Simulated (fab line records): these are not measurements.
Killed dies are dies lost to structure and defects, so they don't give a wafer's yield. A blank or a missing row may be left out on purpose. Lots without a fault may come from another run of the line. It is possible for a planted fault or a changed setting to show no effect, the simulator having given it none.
A single fault, viewed from 2 desks / flow sky130 / each desk holds nothing but its own numbers, with what lay behind them at the end

DESK OF THE TOOL OWNER: rie-diel-04
The tool's own readings at SKY_VIA2_ETCH_14 (etches BARC in N2/H2, stops on SiO2, time 45.9 s, target depth 60 nm): means of the sampled wafers that have a number, for each lot that ran on this tool. The brackets show how far a lot's mean lies from the usual mean; more than 4 standard deviations puts the lot out of limits, marked OUT.
Columns: A = drypump-motor-current-A at SKY_VIA2_ETCH_14, usual 5.9 A; B = oes-product-au at SKY_VIA2_ETCH_14, usual 0.854 a.u.; C = rf-fwd-power-W at SKY_VIA2_ETCH_14, usual 495.3 W; D = throttle-valve-pct at SKY_VIA2_ETCH_14, usual 13.225 %
lot=L856; first seen here=day 36 23:56; A=6.2; B=0.856; C=494.4; D=13.223
lot=L859; first seen here=day 37 07:20; A=6.0; B=0.854; C=496.3; D=13.222
lot=L869; first seen here=day 40 05:10; A=5.8; B=0.858; C=495.8; D=13.232
lot=L870; first seen here=day 40 18:53; A=5.8; B=0.855; C=494.9; D=13.213
This desk's verdict: no lot among the 4 shows anything out of limits.

AT THE METROLOGY DESK
Lot by lot, what the gauges showed, no matter which tool ran the lot: averages of those sampled wafers that carry a number. The brackets show how far a lot's mean lies from the usual mean; more than 4 standard deviations puts the lot out of limits, marked OUT.
Columns: A = METAL1_ALCU_THK at SKY_METAL1_THK_MEAS_06, usual 250.2 nm
lot=L856; first seen here=day 32 10:44; A=250.5
lot=L857; first seen here=day 32 14:05; A=249.4
lot=L859; first seen here=day 32 18:02; A=251.1
lot=L858; first seen here=day 32 19:51; A=250.5
lot=L861; first seen here=day 33 01:13; A=249.7
lot=L860; first seen here=day 33 05:20; A=250.7
lot=L862; first seen here=day 34 08:23; A=249.7
lot=L869; first seen here=day 35 20:26; A=247.5
lot=L870; first seen here=day 36 10:50; A=248.1
lot=L873; first seen here=day 37 07:12; A=248.6
lot=L874; first seen here=day 37 12:28; A=253.9
lot=L876; first seen here=day 38 01:51; A=254.5
lot=L877; first seen here=day 38 08:04; A=254.2
lot=L878; first seen here=day 38 16:07; A=246.4
This desk's verdict: no lot among the 14 shows anything out of limits.

TAKEN TOGETHER
The desk of the tool owner found nothing out of limits.
From the metrology desk's view, nothing was out of limits.

WHAT THE SIMULATOR HAD PUT IN
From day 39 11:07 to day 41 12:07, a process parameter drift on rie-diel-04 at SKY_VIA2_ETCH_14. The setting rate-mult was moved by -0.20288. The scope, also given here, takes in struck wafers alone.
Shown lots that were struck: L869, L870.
